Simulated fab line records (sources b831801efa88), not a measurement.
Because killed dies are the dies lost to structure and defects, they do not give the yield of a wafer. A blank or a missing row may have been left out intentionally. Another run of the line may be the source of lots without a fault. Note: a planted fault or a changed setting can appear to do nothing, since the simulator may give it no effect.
A lot that was struck, set against a sound lot -- flow gf180mcu -- 14 out of 602 route steps
Sound: the wafers L896.1, L896.2, L896.5. Struck: wafer L901.2 (left out: L901.3, a lot-mate that was not struck); the cause follows at the end.
Per side, at each step with rows, come the tool, then ch with its chambers, and then its first start. Under that, the readings that differ: sound wafers -- struck wafers -- difference of the means -- sigmas: that difference in standard deviations of wafers without a fault.
alike: a reading whose means differ by less than 2 such deviations, as well as words and numbers matching on both sides. not compared: withheld readings; readings where some wafer has no value; bounds like >300 that might hide an equal value; numbers whose values overlap and for which the record gives no deviation.
Wherever a step has rows on one side only, a row that says differs or no value, or a row with sigmas, the two part there. When numbers do not overlap yet have no deviation, they are printed without sigmas and do not part them. Lack of a reading on every wafer of one side parts them only where that side has two or more wafers.

first, 4 steps without rows for these wafers: GF_V5_SOFTBAKE_10 (time 60 s); GF_V5_EXPOSE_11 (exposes mask Via5, target cd 260 nm); GF_V5_PEB_12 (peb time 90 s); GF_V5_DEVELOP_13 (develop time 60 s).
GF_V5_CD_MEAS_14: target cd 260 nm.
  sound: cd_sem-01 at day 28 21:07; struck: cd_sem-01 at day 30 11:50
  alike: cd_nm
GF_V5_OVL_MEAS_15:
  sound: overlay-01 at day 28 21:14; struck: overlay-02 at day 30 11:56
  alike: V5_OVL
GF_V5_ETCH_16: etches BARC in N2/H2.
  sound on rie_diel-01 ch 0,1, day 28 21:16; struck on rie_diel-02 ch 0, day 30 11:58
reading,sound,struck,difference,sigmas
drypump_motor_current_A (A),5.9 6.4 5.9,4.8,-1.3,-2
  alike: h2_flow_sccm, oes_product_au, throttle_valve_pct
GF_V5_ETCH_17: etches SiO2 in C4F8/O2/Ar, stops on TiN, target depth 855 nm.
  sound: rie_diel-01 ch 0,1; struck: rie_diel-02 ch 0
reading,sound,struck,difference,sigmas
oes_product_au (a.u.),0.859 0.865 0.858,0.851,-0.010,-2
GF_V5_STRIP_18: strips in O2/N2.
  sound on plasma_asher-01 ch 0,1, day 28 21:25; struck on plasma_asher-01 ch 1, day 30 12:08
  alike: drypump_motor_current_A, heater_power_w, oes_product_au
  not compared: rf_hours_counter_h
then, 2 steps without rows for these wafers: GF_V5_STRIP_19 (strips in post etch residue remover, time 1200 s); GF_V5_CLEAN_20 (cleans in DIW).
GF_V5_SPUTTER_21: material Ti, target thk 15 nm, time 80.02 s.
  sound: pvd_sputter-01 at day 28 21:57; struck: pvd_sputter-03 at day 30 12:44
  alike: throttle_valve_pct
GF_V5_SPUTTER_22: material TiN, target thk 10 nm, time 40 s.
  sound: pvd_sputter-01 at day 28 22:01; struck: pvd_sputter-03 at day 30 12:47
reading,sound,struck,difference,sigmas
model.TiN_of_V5_SPUTTER_22.thk_nm (nm),9.946 10.17 10.12,13.97,+3.89,
  alike: throttle_valve_pct
GF_V5_CVD_23: deposits W, target thk 350 nm, time 104.9 s.
  sound on cvd_w-02 ch 0,1, day 28 22:03; struck on cvd_w-02 ch 1, day 30 12:50
  alike: heater_power_w

== WHERE THEY PART ==
Last at GF_V5_ETCH_17 as far as this record goes, first at GF_V5_ETCH_16. Later steps at which nothing parts them and some readings are alike: GF_V5_STRIP_18, GF_V5_SPUTTER_21, GF_V5_SPUTTER_22, GF_V5_CVD_23.

WHY: what had been put in by the simulator
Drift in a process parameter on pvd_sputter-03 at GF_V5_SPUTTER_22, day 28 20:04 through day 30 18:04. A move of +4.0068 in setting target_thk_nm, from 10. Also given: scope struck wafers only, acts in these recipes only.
